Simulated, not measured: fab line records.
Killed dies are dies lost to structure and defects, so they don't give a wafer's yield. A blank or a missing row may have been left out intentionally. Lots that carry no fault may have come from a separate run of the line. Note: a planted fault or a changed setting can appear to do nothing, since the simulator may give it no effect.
Problem report, 8D (eight disciplines) form, completed by code ; flow sky130 ; the parts of the form that need people (team, actions taken, sign-off) are left out

== 1. THE ISSUE ==
SKY_PAD_OPEN_PROBE_99, sort_bin_3_pad_short: mean 4.4 % on 2 wafers (1 lot); fault-free wafers 0.9 %, standard deviation 0.43. That puts it +8.1 standard deviations away from the usual mean.
Earliest sighting: wafer L501.2 on prober-02 at day 48 15:23. Wafers with a number at this step in the record: 24, from 8 lots. Rule for "out", or "out of limits": more than 4 standard deviations from the usual mean. All remaining wafers that have a number are taken as sound.

== 2. WHAT IT IS, WHAT IT ISN'T ==
question;is;is not
which readings at this step;sort_bin_3_pad_short, defect limited yield, killed_at_M0_to_M3, killed dies, sort n pass, sort yield pct;killed_at_M4_up, killed at contacts, killed at other, killed open, sort_bin_6_memory
which lots;L501;L489, L491, L494, L504, L507, L508, L510
which wafers of those lots;L501.2, L501.6;L501.4
read on which tools;prober-02;prober-01
when;from day 48 15:23;"up to then (9 sound wafers); but 13 sound wafers of L501, L504, L507, L508, L510 came after"

== 3. SUSPECTS, AND WHAT RULES EACH OUT ==
Counting: if a tool at a process step up to the reading ran every lot that is out, it stays a suspect. Sound lots after the first of them don't rule it out here, since some wafers of a struck lot are sound.
- plasma asher-03 at SKY_VIA3_STRIP_16 (strips in O2/N2): kept. The lot that is out, L501, ran on it at day 43 03:13; the last sound lot it ran before that was L491, at day 40 18:40.
- rie metal-03 at SKY_METAL4_DESCUM_15 (chemistry O2, time 8 s): kept. The lot that is out, L501, ran on it at day 45 00:59; the last sound lot it ran before that was L489, at day 41 13:13.
- rie diel-04 at SKY_METAL4_ETCH_17 (etches SiO2 in C4F8/O2/Ar, stops on TiN, time 3.9 s, target depth 15 nm): kept. The lot that is out, L501, ran on it at day 45 01:07; the last sound lot it ran before that was L494, at day 42 19:03.
- pvd sputter-04 at SKY_METAL5_SPUTTER_01 (material TiN, target thk 20 nm, time 16.7 s): kept. It ran the lot that is out, L501 (day 46 00:28).
- prober-02 at SKY_PAD_OPEN_PROBE_99: kept. The lot that is out, L501, ran on it at day 48 15:23; the last sound lot it ran before that was L494, at day 46 15:05. Out on those wafers are its own readings of defect limited yield, killed_at_M0_to_M3, killed dies, sort_bin_3_pad_short, sort n pass, sort yield pct.
- At SKY_VIA3_STRIP_16 on plasma asher-03, chamber 0 took the sound wafers of the same lots and chamber 1 took the wafers that are out.
- Within rie diel-04 at SKY_METAL4_ETCH_17: the wafers that are out ran in chambers 2, 3; their sound lot-mates ran in chamber 0.
Left after counting: plasma asher-03 at SKY_VIA3_STRIP_16, rie metal-03 at SKY_METAL4_DESCUM_15, rie diel-04 at SKY_METAL4_ETCH_17, pvd sputter-04 at SKY_METAL5_SPUTTER_01, prober-02 at SKY_PAD_OPEN_PROBE_99.

== 4. THE CAUSE (what the simulator had put in) ==
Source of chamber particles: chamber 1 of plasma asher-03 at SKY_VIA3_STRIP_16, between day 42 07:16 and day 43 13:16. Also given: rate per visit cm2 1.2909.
After counting, 5 suspects remain, this tool included.

== 5. THE CHAIN OF EFFECTS, in route order ==
One row per reading whose mean, taken over the struck wafers that have a number, lies over 3 standard deviations from the usual. Scope: only readings with a usual standard deviation given in the record; hours: median across lots of the time from each lot's start at the first step in this table that gives one to its start at this step; sigmas: change in usual standard deviations.
hours;step;reading;usual;on struck wafers;change;sigmas
0;SKY_PAD_OPEN_PROBE_99;defect limited yield;82.2 %;72.3;-9.9;-5.5
0;SKY_PAD_OPEN_PROBE_99;killed_at_M0_to_M3;44;104;+60;+8.9
0;SKY_PAD_OPEN_PROBE_99;killed dies;88;136;+48;+5.3
0;SKY_PAD_OPEN_PROBE_99;sort_bin_3_pad_short;0.9 %;4.4;+3.5;+8.1
0;SKY_PAD_OPEN_PROBE_99;sort_bin_5_function;10.6 %;16.9;+6.3;+4.5
0;SKY_PAD_OPEN_PROBE_99;sort n pass;404;356;-48;-5.3
0;SKY_PAD_OPEN_PROBE_99;sort yield pct;82.2 %;72.3;-9.9;-5.5
Its process steps:
- SKY_PAD_OPEN_PROBE_99

== 6. HOW IT WOULD HAVE BEEN CAUGHT EARLIER ==
First out-of-limits reading in this record: day 48 15:23, which is 152 hours after fault onset at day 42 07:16.
Tool readings at SKY_VIA3_STRIP_16 with a usual standard deviation given in the record: none out on any struck wafer, hence no alarm at a limit of 4 standard deviations on them.
Each of the lots that are out, 1 in all, had begun SKY_VIA3_STRIP_16 on plasma asher-03 no later than day 48 15:23. Holding the tool at that point would not have protected any of them.
